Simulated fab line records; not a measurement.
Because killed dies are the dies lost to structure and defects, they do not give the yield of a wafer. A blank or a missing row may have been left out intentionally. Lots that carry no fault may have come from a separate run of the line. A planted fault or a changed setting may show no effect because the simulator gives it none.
Which of the tools did it? | flow sky130 | 24 lots, 72 wafers sampled, at 4 steps of a route of 708

WHAT EACH GAUGE READ, for each wafer
SKY_METAL4_CD_MEAS_13 targets a cd of 300 nm.
lot  | measured     | on        | cd_nm (nm)
L074 | day 41 16:06 | cd_sem-01 | 299.3 298.3 300.4
L075 | day 41 21:52 | cd_sem-01 | 298.8 299.2 298.3
L076 | day 42 07:06 | cd_sem-02 | 301.5 301.6 300.6
L077 | day 42 14:02 | cd_sem-02 | 304.3 302.3 302.3
L078 | day 42 21:36 | cd_sem-01 | 301.2 301.3 302.2
L079 | day 43 11:02 | cd_sem-01 | 299.2 298.3 298.5
L080 | day 43 20:22 | cd_sem-02 | 299.2 297.9 299.7
L081 | day 43 22:55 | cd_sem-01 | 299.3 299.7 300.5
L082 | day 44 01:33 | cd_sem-02 | 300.1 300.0 300.6
L083 | day 44 01:54 | cd_sem-02 | 298.1 298.4 297.8
L084 | day 44 04:55 | cd_sem-02 | 298.0 299.5 299.6
L085 | day 44 13:23 | cd_sem-02 | 300.8 300.0 300.9
L086 | day 44 19:44 | cd_sem-02 | 301.6 302.0 300.4
L087 | day 45 01:33 | cd_sem-02 | 298.8 298.5 299.6
L088 | day 45 08:33 | cd_sem-02 | 302.8 300.7 302.2
L089 | day 45 13:44 | cd_sem-02 | 300.4 300.2 302.1
L090 | day 46 20:43 | cd_sem-01 | 301.6 302.6 302.3
L092 | day 46 21:56 | cd_sem-02 | 297.6 299.0 298.6
L091 | day 46 22:13 | cd_sem-01 | 299.1 299.9 300.1
L093 | day 46 23:23 | cd_sem-02 | 300.3 299.9 300.8
L094 | day 47 00:40 | cd_sem-01 | 299.6 299.9 299.5
L095 | day 47 07:23 | cd_sem-02 | 302.7 301.3 301.1
L096 | day 47 09:32 | cd_sem-01 | 299.7 299.6 295.6
L097 | day 47 15:43 | cd_sem-02 | 298.7 298.0 298.9

SKY_VIA4_OVL_MEAS_11.
lot  | measured     | on         | VIA4_OVL (nm)
L074 | day 42 17:19 | overlay-02 | -0.1 -0.7 -0.3
L075 | day 42 23:01 | overlay-02 | -0.7 -0.1 0.8
L076 | day 43 07:17 | overlay-02 | 2.8 1.6 2.3
L077 | day 43 14:20 | overlay-01 | -0.9 -1.1 0.1
L078 | day 43 21:09 | overlay-01 | 1.0 1.3 2.4
L079 | day 44 11:16 | overlay-02 | -0.6 1.6 0.1
L080 | day 44 19:46 | overlay-01 | -0.6 -0.6 -0.5
L081 | day 44 22:05 | overlay-02 | 4.6 4.0 3.7
L082 | day 45 01:22 | overlay-01 | 1.8 0.1 0.8
L083 | day 45 01:51 | overlay-02 | 0.1 0.1 0.1
L084 | day 45 04:31 | overlay-01 | -1.3 2.2 -1.0
L085 | day 45 12:37 | overlay-02 | 1.3 0.3 -1.2
L086 | day 45 18:04 | overlay-02 | 0.0 1.3 -2.3
L087 | day 45 23:49 | overlay-02 | 2.2 2.3 1.0
L088 | day 46 06:49 | overlay-01 | 3.5 1.5 0.4
L089 | day 46 11:34 | overlay-02 | -1.9 -0.6 0.0
L090 | day 47 17:22 | overlay-02 | 0.3 2.6 1.6
L092 | day 47 18:31 | overlay-02 | -0.6 -1.9 0.5
L091 | day 47 20:04 | overlay-01 | 0.3 1.9 1.0
L093 | day 47 20:23 | overlay-02 | 0.0 -0.1 -1.4
L094 | day 47 22:39 | overlay-01 | 2.7 2.9 1.0
L095 | day 48 05:23 | overlay-02 | 3.6 3.9 2.7
L096 | day 48 06:11 | overlay-02 | 2.6 2.3 1.8
L097 | day 48 11:25 | overlay-02 | -0.9 -0.6 0.1

TOOL THAT RAN EACH LOT (tool first, then ch and the chambers of the sampled wafers, then the start)
lot  | SKY_METAL3_SPUTTER_02        | SKY_METAL4_ETCH_16
L074 | pvd_sputter-04, day 36 04:40 | rie_metal-03 ch 0,1, day 41 16:18
L075 | pvd_sputter-03, day 36 11:47 | rie_metal-02 ch 1, day 41 22:06
L076 | pvd_sputter-01, day 36 22:29 | rie_metal-03 ch 0,1, day 42 07:17
L077 | pvd_sputter-04, day 37 04:32 | rie_metal-01 ch 0,1, day 42 14:13
L078 | pvd_sputter-03, day 37 14:45 | rie_metal-01 ch 0,1, day 42 21:47
L079 | pvd_sputter-03, day 38 05:30 | rie_metal-01 ch 0,1, day 43 11:12
L080 | pvd_sputter-03, day 38 16:13 | rie_metal-01 ch 0,1, day 43 20:32
L081 | pvd_sputter-01, day 38 18:06 | rie_metal-01 ch 0,1, day 43 23:05
L082 | pvd_sputter-01, day 38 21:12 | rie_metal-01 ch 0,1, day 44 01:44
L083 | pvd_sputter-04, day 38 21:33 | rie_metal-03 ch 0,1, day 44 02:05
L084 | pvd_sputter-03, day 39 03:10 | rie_metal-02 ch 0,1, day 44 05:05
L085 | pvd_sputter-04, day 39 10:51 | rie_metal-01 ch 0,1, day 44 13:34
L086 | pvd_sputter-03, day 39 18:35 | rie_metal-02 ch 0,1, day 44 19:55
L087 | pvd_sputter-03, day 40 01:39 | rie_metal-03 ch 0,1, day 45 01:44
L088 | pvd_sputter-01, day 40 07:50 | rie_metal-03 ch 0,1, day 45 08:44
L089 | pvd_sputter-01, day 40 15:32 | rie_metal-03 ch 0, day 45 13:56
L090 | pvd_sputter-03, day 42 01:50 | rie_metal-03 ch 0,1, day 46 20:54
L092 | pvd_sputter-01, day 42 03:46 | rie_metal-03 ch 0,1, day 46 22:05
L091 | pvd_sputter-03, day 42 05:19 | rie_metal-01 ch 0,1, day 46 22:24
L093 | pvd_sputter-04, day 42 05:19 | rie_metal-02 ch 0,1, day 46 23:33
L094 | pvd_sputter-04, day 42 08:34 | rie_metal-03 ch 0,1, day 47 00:51
L095 | pvd_sputter-04, day 42 12:44 | rie_metal-03 ch 0,1, day 47 07:34
L096 | pvd_sputter-01, day 42 17:28 | rie_metal-02 ch 0,1, day 47 09:41
L097 | pvd_sputter-04, day 42 23:07 | rie_metal-03 ch 0,1, day 47 15:53
- SKY_METAL3_SPUTTER_02: material AlCu, target thk 735 nm, time 39.1 s.
- SKY_METAL4_ETCH_16: etches BARC in N2/H2, stops on SiO2, time 88.2 s, target depth 60 nm.

WHAT THE TOOLS THEMSELVES READ (means of the sampled wafers that have a number; where no wafer has one, the mark that the record gives instead)
SKY_METAL3_SPUTTER_02.
lot  | tool           | throttle_valve_pct (%)
L074 | pvd_sputter-04 | 29.2
L075 | pvd_sputter-03 | 29.8
L076 | pvd_sputter-01 | 30.2
L077 | pvd_sputter-04 | 29.7
L078 | pvd_sputter-03 | 28.8
L079 | pvd_sputter-03 | 29.5
L080 | pvd_sputter-03 | 30.4
L081 | pvd_sputter-01 | 30.0
L082 | pvd_sputter-01 | 30.4
L083 | pvd_sputter-04 | 29.4
L084 | pvd_sputter-03 | 28.8
L085 | pvd_sputter-04 | 28.9
L086 | pvd_sputter-03 | 29.6
L087 | pvd_sputter-03 | 29.4
L088 | pvd_sputter-01 | 30.1
L089 | pvd_sputter-01 | 30.1
L090 | pvd_sputter-03 | 29.5
L092 | pvd_sputter-01 | 30.2
L091 | pvd_sputter-03 | 29.6
L093 | pvd_sputter-04 | 29.4
L094 | pvd_sputter-04 | 30.3
L095 | pvd_sputter-04 | 29.3
L096 | pvd_sputter-01 | 30.2
L097 | pvd_sputter-04 | 28.8

SKY_METAL4_ETCH_16.
lot  | tool         | chamber_pressure_mTorr (mTorr) | drypump_motor_current_A (A) | h2_flow_sccm (sccm) | oes_product_au (a.u.) | throttle_valve_pct (%)
L074 | rie_metal-03 | 30.001                         | 5.9                         | 200.0               | 0.626                 | 13.208
L075 | rie_metal-02 | 29.992                         | 6.0                         | 200.2               | 0.621                 | 13.204
L076 | rie_metal-03 | 30.004                         | 5.9                         | 199.9               | 0.629                 | 13.210
L077 | rie_metal-01 | 30.030                         | 5.4                         | 200.4               | 0.626                 | 13.208
L078 | rie_metal-01 | 29.954                         | 5.4                         | 199.8               | 0.626                 | 13.206
L079 | rie_metal-01 | 30.005                         | 5.7                         | 200.4               | 0.626                 | 13.204
L080 | rie_metal-01 | 30.016                         | 5.7                         | 200.2               | 0.626                 | 13.211
L081 | rie_metal-01 | 30.009                         | 5.7                         | 199.2               | 0.623                 | 13.213
L082 | rie_metal-01 | 30.024                         | 5.7                         | 200.8               | 0.631                 | 13.207
L083 | rie_metal-03 | 30.016                         | 5.9                         | 200.0               | 0.630                 | 13.205
L084 | rie_metal-02 | 29.988                         | 6.1                         | 199.7               | 0.625                 | 13.201
L085 | rie_metal-01 | 29.994                         | 5.7                         | 199.4               | 0.626                 | 13.202
L086 | rie_metal-02 | 29.995                         | 6.1                         | 200.2               | 0.621                 | 13.208
L087 | rie_metal-03 | 30.022                         | 5.9                         | 200.7               | 0.627                 | 13.204
L088 | rie_metal-03 | 30.017                         | 5.9                         | 200.0               | 0.625                 | 13.209
L089 | rie_metal-03 | 29.991                         | 6.0                         | 199.8               | 0.625                 | 13.203
L090 | rie_metal-03 | 29.999                         | 5.9                         | 199.3               | 0.627                 | 13.201
L092 | rie_metal-03 | 29.995                         | 5.9                         | 199.7               | 0.628                 | 13.202
L091 | rie_metal-01 | 30.008                         | 5.4                         | 200.4               | 0.630                 | 13.204
L093 | rie_metal-02 | 30.012                         | 6.2                         | 199.7               | 0.628                 | 13.201
L094 | rie_metal-03 | 29.982                         | 5.9                         | 199.8               | 0.629                 | 13.208
L095 | rie_metal-03 | 29.996                         | 5.9                         | 200.2               | 0.625                 | 13.202
L096 | rie_metal-02 | 30.031                         | 6.2                         | 199.6               | 0.625                 | 13.201
L097 | rie_metal-03 | 30.001                         | 5.9                         | 201.0               | 0.625                 | 13.203

THE ANSWER, worked out from the rows above alone
Rule: the usual values come from the lots themselves. The widest of any qualifying gaps counts: lots, ordered by their means at a reading, are off when they make up no more than a third of the lots, leave a main group of 4 or more, and stand apart from it by 3 or more times the standard deviation of that group's means. A main group whose means are all the same, to the digits that the tables above print for the reading, isn't used. A lot without any number at a reading at which 4 lots or more have one is off too. Any other lot the step has rows for is counted as sound. First the gauges in route order, then the tools' own readings, where a lot's mean is used as printed above. The first step at which some lot is off is used, and at that step the reading that is off furthest; a lot without a number counts as furthest.
No lot is off on any of the readings shown, so nothing can be concluded from this.

WHAT HAD BEEN PUT IN BY THE SIMULATOR
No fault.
